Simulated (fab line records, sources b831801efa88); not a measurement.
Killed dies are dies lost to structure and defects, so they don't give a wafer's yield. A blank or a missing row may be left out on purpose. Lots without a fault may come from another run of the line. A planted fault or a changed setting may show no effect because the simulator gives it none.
Tool commonality check | flow gf180mcu | 13 lots, 39 wafers sampled

WHY IT WAS OPENED
At GF_VT_IMPLANT_TW_MEAS_43 the reading VT_IMPLANT_4_TW is flagged on 2 of 13 lots. Wafers without a fault read 686.3, standard deviation 2.6.
Rule: a lot is flagged when every wafer of it that has a number lies more than 4 standard deviations from that mean, or none has a number. The other lots count as sound.

lot  | measured     | on            | VT_IMPLANT_4_TW, wafer by wafer | flag
L114 | day 7 12:33  | film_metro-04 | 689.2 688.8 686.8               |
L115 | day 7 20:36  | film_metro-02 | 684.9 687.0 686.4               |
L116 | day 8 02:48  | film_metro-04 | 684.6 690.8 686.0               |
L121 | day 9 18:49  | film_metro-02 | 686.1 686.6 684.8               |
L122 | day 9 22:45  | film_metro-03 | 608.6 613.3 613.9               | FLAGGED
L125 | day 10 18:40 | film_metro-03 | 611.3 614.0 616.0               | FLAGGED
L126 | day 10 22:18 | film_metro-04 | 687.6 687.8 691.9               |
L131 | day 12 10:10 | film_metro-02 | 680.1 683.7 685.7               |
L132 | day 12 21:46 | film_metro-04 | 685.7 687.4 683.0               |
L133 | day 12 22:52 | film_metro-04 | 685.8 685.2 686.9               |
L136 | day 13 19:40 | film_metro-02 | 680.5 684.3 688.3               |
L135 | day 13 19:50 | film_metro-03 | 685.1 684.6 689.8               |
L137 | day 14 02:54 | film_metro-03 | 688.9 691.1 688.8               |
The numbers of the flagged lots are 612.9 on average: -73.4 against the usual, or -28 standard deviations.

WHICH TOOL RAN EACH LOT
The record holds 2 process steps before the reading, out of a route of 602 steps. In each cell: the tool, then ch and the chambers that the sampled wafers went through, then the start.
lot  | flag    | GF_STI_ETCH_13                    | GF_VT_IMPLANT_IMPLANT_41
L114 |         | rie_diel-01 ch 1,2, day 2 02:26   | implanter-04 ch 0, day 7 12:18
L115 |         | rie_diel-01 ch 1,3, day 2 09:22   | implanter-03 ch 0, day 7 20:21
L116 |         | rie_diel-04 ch 0,1,2, day 2 12:35 | implanter-02 ch 0, day 8 02:33
L121 |         | rie_diel-04 ch 0,2, day 3 14:35   | implanter-04 ch 0, day 9 18:34
L122 | FLAGGED | rie_diel-03 ch 1,2, day 3 18:55   | implanter-04 ch 0, day 9 22:30
L125 | FLAGGED | rie_diel-04 ch 0,1,3, day 4 10:26 | implanter-04 ch 0, day 10 18:27
L126 |         | rie_diel-04 ch 0,1, day 4 15:45   | implanter-02 ch 0, day 10 22:03
L131 |         | rie_diel-04 ch 0,1,3, day 5 17:01 | implanter-03 ch 0, day 12 09:57
L132 |         | rie_diel-03 ch 0,2,3, day 6 01:31 | implanter-03 ch 0, day 12 21:31
L133 |         | rie_diel-01 ch 0,1,2, day 6 04:20 | implanter-02 ch 0, day 12 22:37
L136 |         | rie_diel-04 ch 1,2,3, day 6 18:28 | implanter-02 ch 0, day 13 19:25
L135 |         | rie_diel-01 ch 0,1, day 6 14:34   | implanter-02 ch 0, day 13 19:36
L137 |         | rie_diel-04 ch 1,3, day 6 23:16   | implanter-03 ch 0, day 14 02:39
What these steps do:
- GF_STI_ETCH_13: etches the open film in CHF3/O2, stops on Si, target depth 282.31 nm, time 112.9 s.
- GF_VT_IMPLANT_IMPLANT_41
- GF_VT_IMPLANT_TW_MEAS_43

FLAGGED OVER TOTAL, TOOL BY TOOL (the gauges that took the reading come last)
step                     | tool          | lots run | flagged | share of the flagged lots | sound lots run after its first flagged lot
GF_STI_ETCH_13           | rie_diel-01   | 4        | 0       | none                      | -
GF_STI_ETCH_13           | rie_diel-03   | 2        | 1       | some                      | 1 (L132)
GF_STI_ETCH_13           | rie_diel-04   | 7        | 1       | some                      | 4 (L126,L131,L136,L137)
GF_VT_IMPLANT_IMPLANT_41 | implanter-02  | 5        | 0       | none                      | -
GF_VT_IMPLANT_IMPLANT_41 | implanter-03  | 4        | 0       | none                      | -
GF_VT_IMPLANT_IMPLANT_41 | implanter-04  | 4        | 2       | all                       | 0
GF_VT_IMPLANT_TW_MEAS_43 | film_metro-02 | 4        | 0       | none                      | -
GF_VT_IMPLANT_TW_MEAS_43 | film_metro-03 | 4        | 2       | all                       | 2 (L135,L137)
GF_VT_IMPLANT_TW_MEAS_43 | film_metro-04 | 5        | 0       | none                      | -

WHAT THE TABLE ALLOWS
2 rows of the table ran every flagged lot: implanter-04 at GF_VT_IMPLANT_IMPLANT_41, film_metro-03 at GF_VT_IMPLANT_TW_MEAS_43.
- implanter-04 at GF_VT_IMPLANT_IMPLANT_41: 2 of its 4 lots flagged. Its last sound lot is L121 (day 9 18:34), its first flagged lot L122 (day 9 22:30): a fault that began between those two fits. Its own readings lie more than 4 standard deviations out on every wafer of the flagged lots: tilt_deg.
- film_metro-03 at GF_VT_IMPLANT_TW_MEAS_43: 2 of its 4 lots flagged. Sound lots ran on it after the first flagged one (L135, L137), which a lasting fault on the whole tool wouldn't allow.
One tool is left: implanter-04 at GF_VT_IMPLANT_IMPLANT_41.

WHAT THE SIMULATOR HAD PUT IN
Process parameter drift: implanter-04, from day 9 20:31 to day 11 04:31, at GF_VT_IMPLANT_IMPLANT_41. Setting tilt_deg, moved by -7, from 7. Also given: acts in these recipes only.
Lots struck among those shown: L122, L125. The rule above found the same.
